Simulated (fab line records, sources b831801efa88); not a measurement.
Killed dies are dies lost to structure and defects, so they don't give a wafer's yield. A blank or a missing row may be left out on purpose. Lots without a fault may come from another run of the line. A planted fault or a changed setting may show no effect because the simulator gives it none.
A struck lot beside a sound one | flow sky130 | 43 steps out of a route of 708
Sound: wafers L893.2, L893.3, L893.6. Struck: wafer L912.3. (L912.2, L912.6 of the same lot were not struck and are left out.) The cause comes at the end.
At each step with rows: each side's tool, then ch and its chambers, then its first start. Under that, the readings that differ: sound wafers | struck wafers | difference of the means | sigmas: that difference in standard deviations of wafers without a fault.
alike: readings whose means differ by less than 2 such deviations, and words and numbers that are the same on both sides. not compared: withheld readings, readings that some wafer has no value for, bounds like >300 that may hide the same value, and numbers for which the record gives no deviation and whose values overlap.
The two part at a step that has a row with sigmas, a row that says differs or no value, or rows on one side only. Numbers that don't overlap but have no deviation are shown without sigmas and don't part them. A reading that every wafer of one side lacks parts them only if that side has two wafers or more.

SKY_VIA2_CD_MEAS_12: target cd 200 nm.
  sound on cd_sem-01, day 37 13:08; struck on cd_sem-01, day 43 05:47
  alike: cd_nm
SKY_VIA2_OVL_MEAS_13:
  sound on overlay-01, day 37 13:15; struck on overlay-01, day 43 05:53
  alike: VIA2_OVL
then, 2 steps without rows for these wafers: SKY_VIA2_ETCH_14 (etches BARC in N2/H2, stops on SiO2, time 45.9 s, target depth 60 nm); SKY_VIA2_ETCH_15 (etches SiO2 in C4F8/O2/Ar, stops on TiN, target depth 546 nm, time 84 s).
SKY_VIA2_STRIP_16: strips in O2/N2.
  sound on plasma_asher-03 ch 0,1, day 37 13:23; struck on plasma_asher-03 ch 0, day 43 06:01
  alike: drypump_motor_current_A, oes_product_au, strip_time_to_endpoint_s
  not compared: rf_hours_counter_h
then, 4 steps without rows for these wafers: SKY_VIA2_STRIP_17 (strips in post etch residue remover, time 1200 s); SKY_VIA2_CLEAN_18 (cleans in IPA, time 180 s); SKY_VIA2_CLEAN_19 (cleans in O3/DIW); SKY_VIA2_SPUTTER_20 (material TiN, target thk 20 nm, time 80 s).
SKY_VIA2_CVD_21: deposits W, target thk 420 nm, time 126.4 s.
  sound on cvd_w-01 ch 0,1, day 37 14:02; struck on cvd_w-01 ch 0, day 43 06:42
  reading            | sound       | struck | difference | sigmas
  heater_power_w (W) | 793 963 981 | 748    | -164       | -2
SKY_VIA2_RS_MEAS_22: measures by four-point-probe.
  sound on film_metro-04, day 37 14:11; struck on film_metro-03, day 43 06:51
  alike: VIA2_W_RS
SKY_VIA2_THK_MEAS_23: measures by xrf.
  sound on film_metro-04, day 37 14:17; struck on film_metro-03, day 43 06:58
  alike: VIA2_W_THK
SKY_VIA2_CMP_24: polishes, stops on SiO2, t overpolish 20 s, target thk 0 nm.
  sound on cmp-02 ch 0,1, day 37 14:23; struck on cmp-02 ch 0, day 43 07:07
  alike: motor_current_A, overpolish_run_s, time_to_endpoint_s
SKY_METAL3_SPUTTER_00: material Ti, target thk 15 nm, time 10 s.
  sound on pvd_sputter-03, day 37 14:38; struck on pvd_sputter-01, day 43 07:19
  alike: throttle_valve_pct
then, 4 steps without rows for these wafers: SKY_METAL3_SPUTTER_01 (material TiN, target thk 20 nm, time 16.7 s); SKY_METAL3_SPUTTER_02 (material AlCu, target thk 735 nm, time 39.1 s); SKY_METAL3_SPUTTER_03 (material Ti, target thk 5 nm, time 3.3 s); SKY_METAL3_SPUTTER_04 (material TiN, target thk 70 nm, time 58.3 s).
SKY_CAPM_CVD_00: deposits SiO2, target thk 15.5 nm.
  sound on pecvd-03 ch 1,2, day 37 14:48; struck on pecvd-02 ch 0, day 43 07:28
  reading            | sound       | struck | difference | sigmas
  heater_power_w (W) | 535 503 510 | 822    | +306       | +3
SKY_CAPM_THK_MEAS_01:
  sound on film_metro-01, day 37 14:50; struck on film_metro-04, day 43 07:30
  reading              | sound             | struck | difference | sigmas
  CAPM_CVD_00_THK (nm) | 15.64 15.57 15.72 | 15.26  | -0.38      | -2
SKY_CAPM_SPUTTER_02: material TiN, target thk 200 nm, time 166.7 s.
  sound on pvd_sputter-02, day 37 14:53; struck on pvd_sputter-03, day 43 07:33
  alike: throttle_valve_pct
SKY_CAPM_RS_MEAS_03: measures by four-point-probe.
  sound on film_metro-02, day 37 15:01; struck on film_metro-04, day 43 07:41
  alike: CAPM_TIN_RS
SKY_CAPM_THK_MEAS_04: measures by xrf.
  sound on film_metro-02, day 37 15:07; struck on film_metro-04, day 43 07:47
  alike: CAPM_TIN_THK
then, 7 steps without rows for these wafers: SKY_CAPM_DEHYDRATE_05 (time 60 s); SKY_CAPM_HMDS_06 (prime time 60 s); SKY_CAPM_COAT_07 (resist thk 1140 nm); SKY_CAPM_SOFTBAKE_08 (time 60 s); SKY_CAPM_EXPOSE_09 (exposes mask CAPM, target cd 1000 nm); SKY_CAPM_PEB_10; SKY_CAPM_DEVELOP_11 (develop time 60 s).
SKY_CAPM_OVL_MEAS_12:
  sound on overlay-02, day 38 16:47; struck on overlay-02, day 44 06:21
  alike: CAPM_OVL
then, 11 steps without rows for these wafers: SKY_CAPM_METAL_ETCH_13 (etches TiN in Cl2/BCl3, stops on SiO2, target depth 220 nm, time 62.9 s); SKY_CAPM_STRIP_14 (strips in O2/N2); SKY_CAPM_STRIP_15 (strips in post etch residue remover, time 1200 s); SKY_CAPM_CLEAN_16 (cleans in IPA, time 180 s); SKY_CAPM_CLEAN_17 (cleans in O3/DIW); SKY_METAL3_DEHYDRATE_05 (time 60 s); SKY_METAL3_HMDS_06 (prime time 60 s); SKY_METAL3_COAT_07 (resist thk 60 nm); SKY_METAL3_COAT_08 (resist thk 1140 nm); SKY_METAL3_SOFTBAKE_09 (time 90 s); SKY_METAL3_EXPOSE_10 (exposes mask MM3, target cd 300 nm).
-- the record jumps here: 7 days lie between the struck wafers' starts before and after (it left off in module METAL3 and takes up again in module PAD_OPEN, whose first step shown is number 708 of the route) --
SKY_PAD_OPEN_PROBE_99:
  sound on prober-02, day 46 21:29; struck on prober-02, day 51 04:22
  reading                               | sound             | struck                    | difference                   | sigmas
  hold                                  | - - -             | await_dispo/11.4h/release | no value on the sound wafers |
  defect_limited_yield (%)              | 80.1 77.4 85.0    | 56.3                      | -24.5                        | -14
  killed_at_M0_to_M3                    | 50 52 38          | 169                       | +122                         | +20
  killed_at_other                       | 0 1 2             | 0                         | -1                           | -2
  killed_dies                           | 98 111 74         | 215                       | +121                         | +14
  killed_on_rim                         | 18 23 17          | 45                        | +26                          | +7
  sort_bin_3_pad_short (%)              | 1.2 1.8 1.0       | 2.8                       | +1.5                         | +4
  sort_bin_5_function (%)               | 11.2 14.4 9.8     | 26.2                      | +14.4                        | +10
  sort_bin_6_memory (%)                 | 7.5 6.3 4.3       | 14.6                      | +8.6                         | +8
  sort_n_pass                           | 394 381 418       | 277                       | -121                         | -14
  sort_yield_pct (%)                    | 80.1 77.4 85.0    | 56.3                      | -24.5                        | -14
  model.etest.tester.sort_n_pass        | 394 381 418       | 277                       | -121                         |
  model.etest.tester.sort_yield_pct (%) | 80.08 77.44 84.96 | 56.3                      | -24.5                        |
  model.etest.tester.sort_bin_5_pct (%) | 11.18 14.43 9.756 | 26.22                     | +14.43                       |
  model.etest.tester.sort_bin_6_pct (%) | 7.52 6.301 4.268  | 14.63                     | +8.60                        |
  model.etest.tester.sort_bin_3_pct (%) | 1.22 1.829 1.016  | 2.846                     | +1.491                       |
  alike: killed_at_M4_up, killed_at_contacts, killed_at_front_end, killed_open, killed_short

WHERE THEY PART
First at SKY_VIA2_CVD_21; last, within this record, at SKY_PAD_OPEN_PROBE_99.

WHY: what the simulator had put in
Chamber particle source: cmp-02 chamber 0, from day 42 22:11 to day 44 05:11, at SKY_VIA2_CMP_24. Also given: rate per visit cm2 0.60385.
